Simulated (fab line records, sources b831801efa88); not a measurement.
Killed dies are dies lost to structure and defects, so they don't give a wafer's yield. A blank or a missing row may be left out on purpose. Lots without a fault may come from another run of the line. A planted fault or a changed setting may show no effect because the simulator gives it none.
Which tool did it? | flow gf180mcu | 12 lots, 36 wafers sampled, at 6 steps of a route of 602

WHAT THE GAUGES READ, wafer by wafer
GF_STI_THK_MEAS_02.
lot  | measured    | on            | STI_OXIDATION_THK (nm)
L682 | day 1 16:31 | film_metro-03 | 10.24 10.35 10.17
L684 | day 2 04:28 | film_metro-04 | 10.20 10.15 10.16
L686 | day 2 12:31 | film_metro-04 | 10.29 10.12 10.22
L687 | day 2 17:32 | film_metro-04 | 9.97 9.98 9.95
L688 | day 2 22:31 | film_metro-03 | 9.67 9.70 9.53
L689 | day 3 03:32 | film_metro-02 | 10.10 10.36 10.28
L690 | day 3 08:32 | film_metro-02 | 10.00 10.12 9.94
L693 | day 4 00:49 | film_metro-03 | 10.09 10.10 10.09
L697 | day 4 19:31 | film_metro-02 | 9.98 9.94 9.88
L701 | day 5 16:02 | film_metro-04 | 9.99 9.99 10.05
L702 | day 5 21:26 | film_metro-03 | 9.89 10.01 10.07
L703 | day 6 01:31 | film_metro-02 | 10.40 10.32 10.31

GF_NWELL_TW_MEAS_11.
lot  | measured    | on            | NWELL_TW
L682 | day 3 14:19 | film_metro-02 | 1575 1564 1569
L684 | day 4 01:23 | film_metro-02 | 1595 1600 1590
L686 | day 4 09:50 | film_metro-02 | 1575 1583 1590
L687 | day 4 15:56 | film_metro-04 | 1562 1561 1563
L688 | day 4 21:49 | film_metro-01 | 1546 1546 1538
L689 | day 5 02:47 | film_metro-04 | 1634 1623 1627
L690 | day 5 08:29 | film_metro-02 | 1587 1592 1594
L693 | day 6 02:51 | film_metro-02 | 1647 1646 1644
L697 | day 6 23:38 | film_metro-04 | 1633 1620 1624
L701 | day 7 22:49 | film_metro-02 | 1570 1569 1570
L702 | day 8 03:49 | film_metro-01 | 1547 1537 1539
L703 | day 8 08:53 | film_metro-01 | 1538 1548 1541

GF_VT_IMPLANT_OVL_MEAS_40.
lot  | measured     | on         | VT_IMPLANT_03_OVL (nm)
L682 | day 7 19:44  | overlay-02 | -1.0 -0.5 -2.0
L684 | day 8 09:57  | overlay-01 | 0.0 -1.7 -0.4
L686 | day 8 20:59  | overlay-02 | -0.9 -2.0 -0.8
L687 | day 9 05:29  | overlay-01 | -3.3 -2.3 -2.1
L688 | day 9 10:24  | overlay-02 | -0.6 0.1 -0.5
L689 | day 9 16:02  | overlay-02 | -0.6 -0.1 -0.7
L690 | day 9 23:47  | overlay-02 | -0.9 0.3 -0.9
L693 | day 10 20:14 | overlay-02 | -1.5 -0.8 -1.1
L697 | day 11 23:17 | overlay-01 | -2.3 -3.3 -2.0
L701 | day 13 04:58 | overlay-02 | -2.9 -1.8 -1.4
L702 | day 13 11:58 | overlay-01 | -2.1 -2.1 -2.9
L703 | day 13 16:12 | overlay-01 | -2.8 -3.3 -2.5

GF_VT_IMPLANT_RS_MEAS_47: measures by four-point-probe.
lot  | measured     | on            | NWELL_RS (ohm/sq)
L682 | day 7 20:22  | film_metro-01 | 490.7 494.0 492.4
L684 | day 8 10:34  | film_metro-04 | 486.9 488.4 487.1
L686 | day 8 21:37  | film_metro-02 | 489.4 490.3 489.3
L687 | day 9 06:13  | film_metro-04 | 488.8 487.2 489.5
L688 | day 9 11:02  | film_metro-01 | 488.8 488.7 487.6
L689 | day 9 16:40  | film_metro-04 | 429.4 429.8 430.3
L690 | day 10 00:23 | film_metro-01 | 486.7 489.0 487.3
L693 | day 10 21:00 | film_metro-01 | 429.5 430.0 429.9
L697 | day 11 23:55 | film_metro-01 | 430.1 430.3 429.9
L701 | day 13 05:38 | film_metro-01 | 489.0 488.0 489.8
L702 | day 13 12:38 | film_metro-02 | 488.5 487.3 487.4
L703 | day 13 16:49 | film_metro-02 | 488.4 487.2 489.7

WHICH TOOL RAN EACH LOT (tool, then ch and the chambers of the sampled wafers, then the start)
lot  | GF_NWELL_IMPLANT_09            | GF_MVPSD_STRIP_10
L682 | implanter-01 ch 0, day 3 14:05 | plasma_asher-03 ch 0, day 5 07:26
L684 | implanter-01 ch 0, day 4 01:08 | plasma_asher-04 ch 0,1, day 5 19:14
L686 | implanter-04 ch 0, day 4 09:35 | plasma_asher-01 ch 0,1, day 6 04:23
L687 | implanter-01 ch 0, day 4 15:43 | plasma_asher-04 ch 0,1, day 6 11:45
L688 | implanter-01 ch 0, day 4 21:34 | plasma_asher-01 ch 0,1, day 6 18:19
L689 | implanter-02 ch 0, day 5 02:14 | plasma_asher-03 ch 0,1, day 6 23:44
L690 | implanter-04 ch 0, day 5 08:14 | plasma_asher-03 ch 0,1, day 7 05:20
L693 | implanter-02 ch 0, day 6 02:17 | plasma_asher-04 ch 0,1, day 8 01:22
L697 | implanter-02 ch 0, day 6 23:05 | plasma_asher-01 ch 0,1, day 9 00:37
L701 | implanter-01 ch 0, day 7 22:34 | plasma_asher-03 ch 0,1, day 10 02:50
L702 | implanter-02 ch 0, day 8 03:34 | plasma_asher-03 ch 0,1, day 10 07:32
L703 | implanter-02 ch 0, day 8 08:38 | plasma_asher-01 ch 0,1, day 10 11:41
- GF_NWELL_IMPLANT_09
- GF_MVPSD_STRIP_10: strips in O2/N2.

WHAT THE TOOLS THEMSELVES READ (means of the sampled wafers that have a number; where no wafer has one, the mark that the record gives instead)
GF_NWELL_IMPLANT_09.
lot  | tool         | beam_on_s (s)
L682 | implanter-01 | 10.15
L684 | implanter-01 | 10.09
L686 | implanter-04 | 9.87
L687 | implanter-01 | 9.93
L688 | implanter-01 | 9.90
L689 | implanter-02 | 10.04
L690 | implanter-04 | 9.88
L693 | implanter-02 | 10.06
L697 | implanter-02 | 10.01
L701 | implanter-01 | 9.94
L702 | implanter-02 | 9.82
L703 | implanter-02 | 9.77

GF_MVPSD_STRIP_10.
lot  | tool            | drypump_motor_current_A (A) | heater_power_w (W) | oes_product_au (a.u.) | strip_time_to_endpoint_s (s)
L682 | plasma_asher-03 | 4.9                         | 317                | 0.718                 | 36.98
L684 | plasma_asher-04 | 5.4                         | 378                | 0.728                 | 37.05
L686 | plasma_asher-01 | 6.1                         | 313                | 0.722                 | 36.96
L687 | plasma_asher-04 | 5.4                         | 381                | 0.723                 | 37.01
L688 | plasma_asher-01 | 6.4                         | 319                | 0.721                 | 37.12
L689 | plasma_asher-03 | 5.6                         | 315                | 0.722                 | 36.92
L690 | plasma_asher-03 | 5.6                         | 315                | 0.721                 | 36.94
L693 | plasma_asher-04 | 5.4                         | 373                | 0.720                 | 37.00
L697 | plasma_asher-01 | 6.2                         | 314                | 0.724                 | 36.87
L701 | plasma_asher-03 | 5.6                         | 323                | 0.726                 | 36.87
L702 | plasma_asher-03 | 5.6                         | 320                | 0.723                 | 36.81
L703 | plasma_asher-01 | 6.1                         | 314                | 0.722                 | 37.00

THE ANSWER, worked out from the rows above alone
Rule: what is usual is taken from the lots themselves. Put in order of their means at a reading, lots are off if they are a third of the lots or fewer, leave a main group of 4 or more, and stand apart from it by a gap of 3 or more times the standard deviation of the main group's means; of several such gaps the widest counts. A main group whose means are all the same, to the digits that the tables above print for the reading, isn't used. A lot without any number at a reading at which 4 lots or more have one is off too. The other lots that the step has rows for count as sound. The gauges are gone through in route order, then the tools' own readings, and for those a lot's mean is taken as printed above. The first step at which some lot is off is used, and at that step the reading that is off furthest; a lot without a number counts as furthest.
Off: L689, L693, L697, at GF_VT_IMPLANT_RS_MEAS_47 (NWELL_RS). The main group: mean 488.8 ohm/sq, standard deviation 1.4.
A tool fits if, at a process step before that reading, it ran every lot that is off, and no sound lot after the first of them. The gauges at GF_VT_IMPLANT_RS_MEAS_47 are tried like those tools. None of those tried fits.

WHAT THE SIMULATOR HAD PUT IN
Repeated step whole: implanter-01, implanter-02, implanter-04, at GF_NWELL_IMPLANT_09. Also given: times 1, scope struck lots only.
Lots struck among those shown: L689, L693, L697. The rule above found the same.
